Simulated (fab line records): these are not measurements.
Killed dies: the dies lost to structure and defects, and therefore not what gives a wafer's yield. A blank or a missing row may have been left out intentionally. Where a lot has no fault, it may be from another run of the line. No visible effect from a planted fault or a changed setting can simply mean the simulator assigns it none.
Problem report in the 8D (eight disciplines) form, filled by code ; flow gf180mcu ; the parts of the form that need people (team, actions taken, sign-off) are left out

## 1. THE PROBLEM
Wafers with no fault read 72.9 s with a standard deviation of 2.6, whereas time_to_endpoint_s at GF_CONTACT_CMP_27 reads a mean of 39.4 s on 1 wafer of 1 lot. That is -13 standard deviations from the usual mean.
The step: polishes, stops on SiO2, t overpolish 15 s, target thk 0 nm.
The first sign was on wafer L616.6 at day 21 11:18, on cmp-02. The record has a number at this step for 39 wafers belonging to 13 lots. Rule for "out" (also "out of limits"): further than 4 standard deviations from the usual mean. The other wafers with a number count as sound.

## 2. WHAT IT IS; WHAT IT IS NOT
question;is;is not
which readings at this step;time_to_endpoint_s;motor_current_A, overpolish_run_s
which lots;L616;L602, L603, L604, L605, L606, L607, L608, L609, L613, L623, L624, L625
which wafers of those lots;L616.6;L616.1, L616.5
read on which tools;cmp-02;cmp-01
when;from day 21 11:18;"up to then (29 sound wafers); but 9 sound wafers of L623, L624, L625 came after"

## 3. SUSPECTS, AND WHAT RULES EACH OUT
Counting: if a tool at a process step up to the reading ran every lot that is out, it stays a suspect. Sound lots after the first of them don't rule it out here, since some wafers of a struck lot are sound.
- pvd_sputter-02 at GF_CONTACT_SPUTTER_23 (material TiN, target thk 10 nm, time 40 s): kept. L616, the lot that is out, went through it at day 21 10:59; up to then, the latest sound lot through it was L608 at day 18 09:37.
- cmp-02 at GF_CONTACT_CMP_27 (polishes, stops on SiO2, t overpolish 15 s, target thk 0 nm): kept. L616, the lot that is out, went through it at day 21 11:18; up to then, the latest sound lot through it was L613 at day 20 05:07. Its own time_to_endpoint_s readings are out on those wafers.
What counting leaves: pvd_sputter-02 at GF_CONTACT_SPUTTER_23 and cmp-02 at GF_CONTACT_CMP_27.

## 4. THE CAUSE (what the simulator had put in)
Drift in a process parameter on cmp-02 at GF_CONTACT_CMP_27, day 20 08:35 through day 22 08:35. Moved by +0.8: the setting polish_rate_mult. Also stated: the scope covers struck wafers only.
Of the 2 suspects that counting leaves, this tool is one.

## 5. THE EFFECT CHAIN, in route order
Each row: a reading whose mean over the struck wafers that have a number lies more than 3 standard deviations from the usual. Scope: only readings with a usual standard deviation given in the record; hours: median across lots of the time from each lot's start at the first step in this table that gives one to its start at this step; sigmas: change in usual standard deviations.
hours;step;reading;usual;on struck wafers;change;sigmas
0;GF_CONTACT_CMP_27;time_to_endpoint_s;72.9 s;39.4;-33.5;-13
It contains these process steps:
- GF_CONTACT_CMP_27: polishes, stops on SiO2, t overpolish 15 s, target thk 0 nm.
Later steps that measure or inspect, where all struck wafers having a row at the step show a number for every such reading and not one has moved that far: GF_M1_OVL_MEAS_15.

## 6. WHAT WOULD HAVE CAUGHT IT SOONER
In this record no reading fell out of limits until day 21 11:18, 27 hours after the fault had begun at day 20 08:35.
